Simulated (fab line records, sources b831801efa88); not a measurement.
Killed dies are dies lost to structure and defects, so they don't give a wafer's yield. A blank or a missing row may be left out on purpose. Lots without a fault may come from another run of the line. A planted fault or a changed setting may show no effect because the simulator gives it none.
A struck lot beside a sound one | flow sfq_line | 42 steps out of a route of 325
Sound: wafers L787.1, L787.4, L787.5. Struck: wafer L783.3. (L783.2, L783.4 of the same lot were not struck and are left out.) The cause comes at the end.
At each step with rows: each side's tool, then ch and its chambers, then its first start. Under that, the readings that differ: sound wafers | struck wafers | difference of the means | sigmas: that difference in standard deviations of wafers without a fault.
alike: readings whose means differ by less than 2 such deviations, and words and numbers that are the same on both sides. not compared: withheld readings, readings that some wafer has no value for, bounds like >300 that may hide the same value, and numbers for which the record gives no deviation and whose values overlap.
The two part at a step that has a row with sigmas, a row that says differs or no value, or rows on one side only. Numbers that don't overlap but have no deviation are shown without sigmas and don't part them. A reading that every wafer of one side lacks parts them only if that side has two wafers or more.

first, 6 steps without rows for these wafers: SFQ_TRILAYER_I6_VIA_LITHO_COAT_174 (resist thk 62 nm); SFQ_TRILAYER_I6_VIA_LITHO_COAT_169 (resist thk 650 nm); SFQ_TRILAYER_I6_VIA_LITHO_SOFTBAKE_173; SFQ_TRILAYER_I6_VIA_LITHO_EXPOSE_170 (exposes mask I6, target cd 700 nm); SFQ_TRILAYER_I6_VIA_LITHO_PEB_172 (peb time 60 s); SFQ_TRILAYER_I6_VIA_LITHO_DEVELOP_171 (time 60 s).
SFQ_I6_OVL_MEAS_942:
  sound on overlay-02, day 74 19:21; struck on overlay-02, day 74 10:58
  alike: I6_OVL
SFQ_TRILAYER_I6_VIA_BARC_OPEN_VIA_ETCH_235: etches BARC in O2, target depth 125 nm, time 41.7 s.
  sound on rie_diel-02 ch 1,2, day 74 19:23; struck on rie_diel-01 ch 3, day 74 10:59
  alike: drypump_motor_current_A, oes_product_au
  not compared: rf_hours_counter_h
SFQ_TRILAYER_I6_VIA_ETCH_VIA_ETCH_172: etches SiO2 in CHF3, stops on Nb, target depth 260 nm.
  sound on rie_diel-02 ch 1,2, day 74 19:26; struck on rie_diel-01 ch 3, day 74 11:02
  alike: drypump_motor_current_A, oes_product_au
SFQ_TRILAYER_I6_VIA_STRIP_STRIP_173: strips in O2.
  sound on rie_metal-03 ch 0,1, day 74 19:32; struck on rie_metal-04 ch 0, day 74 11:08
  alike: drypump_motor_current_A, oes_product_au
  not compared: rf_hours_counter_h
then, 2 steps without rows for these wafers: SFQ_TRILAYER_I6_VIA_STRIP_SOLV_CLEAN_174 (cleans in NMP, time 600 s); SFQ_TRILAYER_M7_DEP_PRE_CLEAN_176 (time 22.5 s).
SFQ_TRILAYER_M7_DEP_SPUTTER_175: material Nb, target thk 200 nm, time 133.3 s.
  sound on pvd_sputter-03, day 74 20:21; struck on pvd_sputter-04, day 74 11:57
  reading                                             | sound             | struck | difference | sigmas
  model.Nb_of_TRILAYER_M7_DEP_SPUTTER_175.thk_nm (nm) | 201.9 203.8 201.9 | 220.4  | +17.9      |
  alike: throttle_valve_pct
SFQ_M7_RS_MEAS_943: measures by four-point-probe.
  sound on film_metro-01, day 74 20:26; struck on film_metro-03, day 74 12:04
  reading           | sound             | struck | difference | sigmas
  M7_NB_RS (ohm/sq) | 0.880 0.873 0.880 | 0.810  | -0.068     | -6
then, 6 steps without rows for these wafers: SFQ_TRILAYER_M7_LITHO_COAT_182 (resist thk 62 nm); SFQ_TRILAYER_M7_LITHO_COAT_177 (resist thk 600 nm); SFQ_TRILAYER_M7_LITHO_SOFTBAKE_181; SFQ_TRILAYER_M7_LITHO_EXPOSE_178 (exposes mask M7, target cd 500 nm); SFQ_TRILAYER_M7_LITHO_PEB_180 (peb time 60 s); SFQ_TRILAYER_M7_LITHO_DEVELOP_179 (time 60 s).
-- the record jumps here: 4 days lie between the struck wafers' starts before and after --
SFQ_M7_OVL_MEAS_945:
  sound on overlay-01, day 78 09:47; struck on overlay-01, day 78 00:11
  alike: M7_OVL
then, 1 step without rows for these wafers: SFQ_TRILAYER_M7_BARC_OPEN_METAL_ETCH_229 (etches BARC in O2, target depth 125 nm, time 41.7 s).
SFQ_TRILAYER_M7_ETCH_METAL_ETCH_180: etches Nb in Cl2/Ar, stops on SiO2, target depth 240 nm, time 120 s.
  sound on rie_metal-03 ch 0, day 78 09:52; struck on rie_metal-03 ch 0, day 78 00:16
  reading               | sound             | struck | difference | sigmas
  oes_product_au (a.u.) | 0.902 0.906 0.895 | 0.945  | +0.044     | +6
  alike: drypump_motor_current_A
  not compared: rf_hours_counter_h
then, 3 steps without rows for these wafers: SFQ_TRILAYER_M7_STRIP_STRIP_181 (strips in O2); SFQ_TRILAYER_M7_STRIP_SOLV_CLEAN_182 (cleans in NMP, time 600 s); SFQ_TRILAYER_I7_DEP_PECVD_183 (deposits SiO2 from SiH4/N2O, time 111.11 s, target thk 500 nm).
SFQ_TRILAYER_I7_CMP_CMP_184: polishes SiO2.
  sound on cmp-02 ch 0,1,3, day 78 12:45; struck on cmp-01 ch 2, day 78 01:15
  alike: edge_zone_pressure_frac, motor_current_A, slurry_filter_dp_kPa, time_to_endpoint_s
SFQ_I7_BOW_MEAS_946:
  sound on film_metro-04, day 78 15:45; struck on film_metro-03, day 78 04:16
  alike: I7_BOW
then, 7 steps without rows for these wafers: SFQ_TRILAYER_I7_METRO_MEASURE_185; SFQ_TRILAYER_I7_VIA_LITHO_COAT_192 (resist thk 62 nm); SFQ_TRILAYER_I7_VIA_LITHO_COAT_187 (resist thk 650 nm); SFQ_TRILAYER_I7_VIA_LITHO_SOFTBAKE_191; SFQ_TRILAYER_I7_VIA_LITHO_EXPOSE_188 (exposes mask I7, target cd 1000 nm); SFQ_TRILAYER_I7_VIA_LITHO_PEB_190 (peb time 60 s); SFQ_TRILAYER_I7_VIA_LITHO_DEVELOP_189 (time 60 s).
SFQ_I7_OVL_MEAS_947:
  sound on overlay-02, day 78 21:16; struck on overlay-02, day 78 08:04
  alike: I7_OVL
SFQ_TRILAYER_I7_VIA_BARC_OPEN_VIA_ETCH_260: etches BARC in O2, target depth 125 nm, time 41.7 s.
  sound on rie_diel-01 ch 0,1,3, day 78 21:18; struck on rie_diel-03 ch 3, day 78 08:06
  alike: drypump_motor_current_A, oes_product_au
  not compared: rf_hours_counter_h
then, 4 steps without rows for these wafers: SFQ_TRILAYER_I7_VIA_ETCH_VIA_ETCH_190 (etches SiO2 in CHF3, stops on Nb, target depth 260 nm); SFQ_TRILAYER_I7_VIA_STRIP_STRIP_191 (strips in O2); SFQ_TRILAYER_I7_VIA_STRIP_SOLV_CLEAN_192 (cleans in NMP, time 600 s); SFQ_TRILAYER_M8_LITHO_LOR_COAT_197.
SFQ_M8_BOW_MEAS_951:
  sound on film_metro-03, day 79 02:20; struck on film_metro-02, day 78 14:01
  reading                 | sound                | struck | difference | sigmas
  model.etest.m7.ohm_um   | 1.757 1.742 1.759    | 1.601  | -0.152     |
  model.etest.i6.link_ohm | 1.866 1.851 1.873    | 1.77   | -0.09      |
  model.etest.i7.link_ohm | 1.043 1.033 1.043    | 0.9682 | -0.0715    |
  model.etest.m7.ohm_sq   | 0.8803 0.8724 0.8804 | 0.8066 | -0.0711    |
  alike: M8_BOW

WHERE THEY PART
First at SFQ_M7_RS_MEAS_943; last, within this record, at SFQ_TRILAYER_M7_ETCH_METAL_ETCH_180. Later steps at which nothing parts them and some readings are alike: SFQ_TRILAYER_I7_CMP_CMP_184, SFQ_I7_BOW_MEAS_946, SFQ_I7_OVL_MEAS_947, SFQ_TRILAYER_I7_VIA_BARC_OPEN_VIA_ETCH_260, SFQ_M8_BOW_MEAS_951.

WHY: what the simulator had put in
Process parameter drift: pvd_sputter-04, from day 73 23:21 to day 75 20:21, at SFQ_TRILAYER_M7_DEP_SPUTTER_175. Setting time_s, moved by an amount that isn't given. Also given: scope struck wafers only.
